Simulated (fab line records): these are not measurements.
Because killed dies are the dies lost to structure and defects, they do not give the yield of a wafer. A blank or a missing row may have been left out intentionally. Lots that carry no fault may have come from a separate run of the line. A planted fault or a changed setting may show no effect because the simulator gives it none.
8D (eight disciplines) problem report, filled in by code ; flow gf180mcu ; the parts of the form that need people (team, actions taken, sign-off) are left out

== 1. WHAT WENT WRONG ==
At GF_POLY_GATE_ETCH_12, bias_w averages 96.48 W over 6 wafers from 2 lots, while fault-free wafers read 100.03 W, standard deviation 0.28. That puts it -13 standard deviations away from the usual mean.
The step: etches BARC in N2/H2.
Seen first at day 15 13:13 on rie_diel-03, wafer L158.1. The record holds 42 wafers of 14 lots with a number at this step. By rule, "out" or "out of limits" means more than 4 standard deviations away from the usual mean. Any other wafer with a number is counted as sound.

== 2. WHAT IT IS; WHAT IT IS NOT ==
question;is;is not
which readings at this step;bias_w;throttle_valve_pct
which lots;L158, L161;L139, L140, L142, L143, L144, L145, L147, L148, L151, L152, L157, L160
which wafers of those lots;all that have a number;-
read on which tools;rie_diel-03;rie_diel-01, rie_diel-02
when;from day 15 13:13;"up to then (33 sound wafers); but 3 sound wafers of L160 came after"

== 3. WHAT RULES OUT EACH SUSPECT ==
Counting: a tool at any process step up to the reading remains a suspect when it ran all the lots that are out and ran no sound lot after the first of those.
- rie_diel-03 at GF_POLY_GATE_ETCH_12 (etches BARC in N2/H2): kept. It processed each lot that is out, first L158 at day 15 13:13, and no sound lot thereafter; up to then, the last sound lot it processed was L157 at day 15 07:07. On those wafers its own readings are out: bias_w.
Remaining after the count: rie_diel-03 at GF_POLY_GATE_ETCH_12.

== 4. THE CAUSE (what the simulator had put in) ==
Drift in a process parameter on rie_diel-03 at GF_POLY_GATE_ETCH_12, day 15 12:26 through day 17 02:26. Setting bias_w shifted by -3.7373 from 100. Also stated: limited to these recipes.
This tool alone remained once counting was done.

== 5. SEQUENCE OF EFFECTS, ordered by route ==
Each row: a reading where the mean over the struck wafers with a number is more than 3 standard deviations away from the usual. Readings are gone through only where the record gives a usual standard deviation; hours: the median, over the lots, of the time from a lot's start at the first step in this table giving one to that lot's start at this step; sigmas: the change measured in usual standard deviations.
hours;step;reading;usual;on struck wafers;change;sigmas
0;GF_POLY_GATE_ETCH_12;bias_w;100.03 W;96.48;-3.55;-13
Here are the process steps it includes:
- GF_POLY_GATE_ETCH_12: etches BARC in N2/H2.
Later steps that measure or inspect, where all struck wafers having a row at the step show a number for every such reading and not one has moved that far: GF_M1_RS_MEAS_05, GF_M2_THK_MEAS_06, GF_V2_THK_MEAS_03.

== 6. WHAT WOULD HAVE CAUGHT IT SOONER ==
In this record the first reading out of limits was taken at day 15 13:13, 1 hour after the fault began at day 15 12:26.
